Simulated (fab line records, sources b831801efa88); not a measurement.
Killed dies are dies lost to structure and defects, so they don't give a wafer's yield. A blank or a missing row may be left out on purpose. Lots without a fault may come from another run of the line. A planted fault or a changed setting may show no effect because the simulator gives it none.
Which tool did it? | flow sky130 | 6 lots, 18 wafers sampled, at 2 steps of a route of 708

WHAT THE GAUGES READ, wafer by wafer
SKY_SD_P_CD_MEAS_07: target cd 380 nm.
lot  | measured     | on        | cd_nm (nm)
L992 | day 26 20:14 | cd_sem-01 | 381.1 381.2 380.5
L995 | day 27 19:24 | cd_sem-01 | 380.3 380.8 379.2
L997 | day 28 04:04 | cd_sem-01 | 377.9 379.5 382.3
L999 | day 29 04:12 | cd_sem-02 | 381.3 379.3 377.6
L101 | day 29 20:48 | cd_sem-02 | 378.2 380.5 377.4
L105 | day 30 15:58 | cd_sem-01 | 294.2 382.0 291.6

WHICH TOOL RAN EACH LOT (tool, then ch and the chambers of the sampled wafers, then the start)
lot  | SKY_SD_P_DEVELOP_06
L992 | litho_track-04 ch 0, day 26 20:05
L995 | litho_track-02 ch 0, day 27 19:16
L997 | litho_track-04 ch 0, day 28 03:55
L999 | litho_track-03 ch 0, day 29 04:03
L101 | litho_track-03 ch 0, day 29 20:39
L105 | litho_track-02 ch 0, day 30 15:49
- SKY_SD_P_DEVELOP_06: develop time 60 s.

THE ANSWER, worked out from the rows above alone
Rule: what is usual is taken from the lots themselves. Put in order of their means at a reading, lots are off if they are a third of the lots or fewer, leave a main group of 4 or more, and stand apart from it by a gap of 3 or more times the standard deviation of the main group's means; of several such gaps the widest counts. A main group whose means are all the same, to the digits that the tables above print for the reading, isn't used. A lot without any number at a reading at which 4 lots or more have one is off too. The other lots that the step has rows for count as sound.
Off: L105, at SKY_SD_P_CD_MEAS_07 (cd_nm). The main group: mean 379.8 nm, standard deviation 0.74.
A tool fits if, at a process step before that reading, it ran every lot that is off, and no sound lot after the first of them. The gauges at SKY_SD_P_CD_MEAS_07 are tried like those tools. Can't be told from this: 2 tools fit, litho_track-02 at SKY_SD_P_DEVELOP_06, cd_sem-01 at SKY_SD_P_CD_MEAS_07.

WHAT THE SIMULATOR HAD PUT IN
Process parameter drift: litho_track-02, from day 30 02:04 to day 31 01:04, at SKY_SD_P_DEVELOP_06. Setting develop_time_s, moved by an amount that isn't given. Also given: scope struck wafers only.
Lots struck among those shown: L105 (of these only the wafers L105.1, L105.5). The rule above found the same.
